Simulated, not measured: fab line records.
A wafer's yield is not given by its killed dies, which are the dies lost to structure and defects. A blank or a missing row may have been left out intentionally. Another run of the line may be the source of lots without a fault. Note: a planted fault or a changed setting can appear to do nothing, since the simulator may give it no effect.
Which tool was responsible? :: flow sky130 :: 7 lots with 20 wafers sampled at 3 steps, on a route of 708 steps

## WHAT THE GAUGES SHOWED, per wafer
SKY_LOCAL_INTERCONNECT_CD_MEAS_11 targets a cd of 170 nm.
lot: L348
measured: day 31 12:26
on: cd_sem-02
cd_nm (nm): 169.1 169.4 168.8

lot: L349
measured: day 31 22:40
on: cd_sem-01
cd_nm (nm): 171.4 170.9 170.3

lot: L351
measured: day 32 09:39
on: cd_sem-01
cd_nm (nm): 173.7 173.0 172.0

lot: L356
measured: day 33 22:35
on: cd_sem-01
cd_nm (nm): 171.0 170.9 171.3

lot: L361
measured: day 35 17:32
on: cd_sem-02
cd_nm (nm): 171.0 170.4 171.1

lot: L369
measured: day 37 17:49
on: cd_sem-01
cd_nm (nm): 168.7 169.9

## TOOL THAT RAN EACH LOT (tool first, then ch and the chambers of the sampled wafers, then the start)
lot: L348
SKY_LI_CONTACT_STRIP_16: plasma_asher-02 ch 0,1, day 30 07:44
SKY_LOCAL_INTERCONNECT_SPUTTER_00: pvd_sputter-04, day 30 09:02

lot: L349
SKY_LI_CONTACT_STRIP_16: plasma_asher-03 ch 0,1, day 30 18:14
SKY_LOCAL_INTERCONNECT_SPUTTER_00: pvd_sputter-04, day 30 19:14

lot: L351
SKY_LI_CONTACT_STRIP_16: plasma_asher-02 ch 0, day 31 04:41
SKY_LOCAL_INTERCONNECT_SPUTTER_00: pvd_sputter-01, day 31 05:44

lot: L356
SKY_LI_CONTACT_STRIP_16: plasma_asher-01 ch 0,1, day 32 18:17
SKY_LOCAL_INTERCONNECT_SPUTTER_00: pvd_sputter-04, day 32 19:21

lot: L361
SKY_LI_CONTACT_STRIP_16: plasma_asher-03 ch 0,1, day 34 14:11
SKY_LOCAL_INTERCONNECT_SPUTTER_00: pvd_sputter-01, day 34 15:11

lot: L364
SKY_LI_CONTACT_STRIP_16: plasma_asher-03 ch 0,1, day 35 12:35
SKY_LOCAL_INTERCONNECT_SPUTTER_00: -

lot: L369
SKY_LI_CONTACT_STRIP_16: plasma_asher-02 ch 1, day 36 14:44
SKY_LOCAL_INTERCONNECT_SPUTTER_00: pvd_sputter-01, day 36 15:45
- SKY_LI_CONTACT_STRIP_16: strips in O2/N2.
- SKY_LOCAL_INTERCONNECT_SPUTTER_00: material TiN, target thk 100 nm, time 83.3 s.

## THE ANSWER, worked out from the rows above alone
Rule: what is usual is taken from the lots themselves. The widest of any qualifying gaps counts: lots, ordered by their means at a reading, are off when they make up no more than a third of the lots, leave a main group of 4 or more, and stand apart from it by 3 or more times the standard deviation of that group's means. A main group is skipped when, at the precision printed for the reading in the tables above, its means are all equal. A lot without any number at a reading at which 4 lots or more have one is off too. All remaining lots with rows at the step are treated as sound.
No lot is off at any reading shown: from this, nothing can be told.

## WHAT THE SIMULATOR PUT IN
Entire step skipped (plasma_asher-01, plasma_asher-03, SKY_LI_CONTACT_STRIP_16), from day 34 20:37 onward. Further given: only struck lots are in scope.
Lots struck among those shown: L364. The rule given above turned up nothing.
